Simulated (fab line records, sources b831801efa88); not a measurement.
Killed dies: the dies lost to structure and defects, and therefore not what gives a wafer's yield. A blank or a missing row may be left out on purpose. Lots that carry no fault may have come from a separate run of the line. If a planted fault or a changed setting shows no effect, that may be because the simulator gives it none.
One fault seen from 2 desks :: flow sky130 :: every desk sees just its own numbers, and what lay behind them comes last

## AT THE TOOL OWNER'S DESK: implanter-01
The tool's own readings at SKY_GATE_OXIDE_IMPLANT_11, given as means over the sampled wafers that have a number, one for each lot that went through this tool. The brackets show how far a lot's mean lies from the usual mean; more than 4 standard deviations puts the lot out of limits, marked OUT.
Columns: A = beam_energy_keV at SKY_GATE_OXIDE_IMPLANT_11, usual 10.000; B = dose_ions_cm2 at SKY_GATE_OXIDE_IMPLANT_11, usual 2.6001e+12; C = end_station_pressure_torr at SKY_GATE_OXIDE_IMPLANT_11, usual 5e-06 Torr
lot: L779
first seen here: day 14 05:29
A: 10.003
B: 2.6019e+12
C: 5e-06

lot: L782
first seen here: day 14 18:57
A: 10.000
B: 2.5978e+12
C: 5e-06

lot: L789
first seen here: day 17 11:54
A: 10.003
B: 2.5998e+12
C: 5e-06

lot: L791
first seen here: day 18 06:25
A: 9.997
B: 2.6014e+12
C: 5e-06

lot: L797
first seen here: day 20 18:04
A: 11.538 (+99 or more) OUT
B: 2.5992e+12
C: 5e-06

lot: L798
first seen here: day 21 01:57
A: 11.546 (+99 or more) OUT
B: 2.6006e+12
C: 5e-06
Finding of this desk: L797, L798 out of limits; the first was L797 at day 20 18:04, on beam_energy_keV at SKY_GATE_OXIDE_IMPLANT_11. L779, L782, L789, L791 stayed within limits.

## THE METROLOGY DESK
What the gauges read for every lot (on any tool): the sampled wafers with a number, averaged. The brackets show how far a lot's mean lies from the usual mean; more than 4 standard deviations puts the lot out of limits, marked OUT.
Columns: A = VT_ADJUST_LVTN_TW at SKY_VT_ADJUST_LVTN_TW_MEAS_10, usual 241.2; B = VT_ADJUST_PCH_OVL at SKY_VT_ADJUST_PCH_OVL_MEAS_07, usual -0.6 nm; C = GATE_OXIDE_TW at SKY_GATE_OXIDE_TW_MEAS_14, usual 223.8
lot: L778
first seen here: day 6 18:46
A: 239.5
B: 2.2
C: 222.9

lot: L779
first seen here: day 7 03:43
A: 240.7
B: -2.0
C: 223.6

lot: L782
first seen here: day 7 20:34
A: 240.6
B: -1.8
C: 223.0

lot: L783
first seen here: day 8 07:06
A: 241.8
B: -2.8
C: 225.8

lot: L787
first seen here: day 9 03:38
A: 242.1
B: -0.2
C: 224.1

lot: L789
first seen here: day 9 18:22
A: 241.3
B: -1.1
C: 222.7

lot: L790
first seen here: day 10 03:55
A: 241.4
B: 1.1
C: 222.6

lot: L791
first seen here: day 10 09:34
A: 241.1
B: -1.6
C: 222.3

lot: L796
first seen here: day 11 17:00
A: 243.3
B: -1.2
C: 223.4

lot: L797
first seen here: day 12 06:48
A: 240.5
B: -1.5
C: 228.7

lot: L798
first seen here: day 12 14:11
A: 238.5
B: 0.2
C: 229.9 (+4.1) OUT

lot: L801
first seen here: day 13 04:10
A: 239.7
B: -1.9
C: 225.0
This desk reports L798 out of limits; the earliest was L798 at day 21 02:16 (GATE_OXIDE_TW at SKY_GATE_OXIDE_TW_MEAS_14). L778, L779, L782, L783, L787, L789, L790, L791, L796, L797, L801 stayed within limits.

## BROUGHT TOGETHER
The tool owner's desk had the chance to raise an alarm at day 20 18:04 on L797, L798.
At day 21 02:16 the metrology desk could have sounded an alarm, on L798.
The metrology desk holds a record of L797, inside its limits.
Every lot named ran SKY_GATE_OXIDE_IMPLANT_11 on implanter-01.

## WHAT THE SIMULATOR PUT IN
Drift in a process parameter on implanter-01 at SKY_GATE_OXIDE_IMPLANT_11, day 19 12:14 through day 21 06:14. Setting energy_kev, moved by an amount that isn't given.
Struck lots among those shown: L797, L798.
Fault start to first reading out of limits, in hours, per desk: tool owner, 30; metrology, 38.
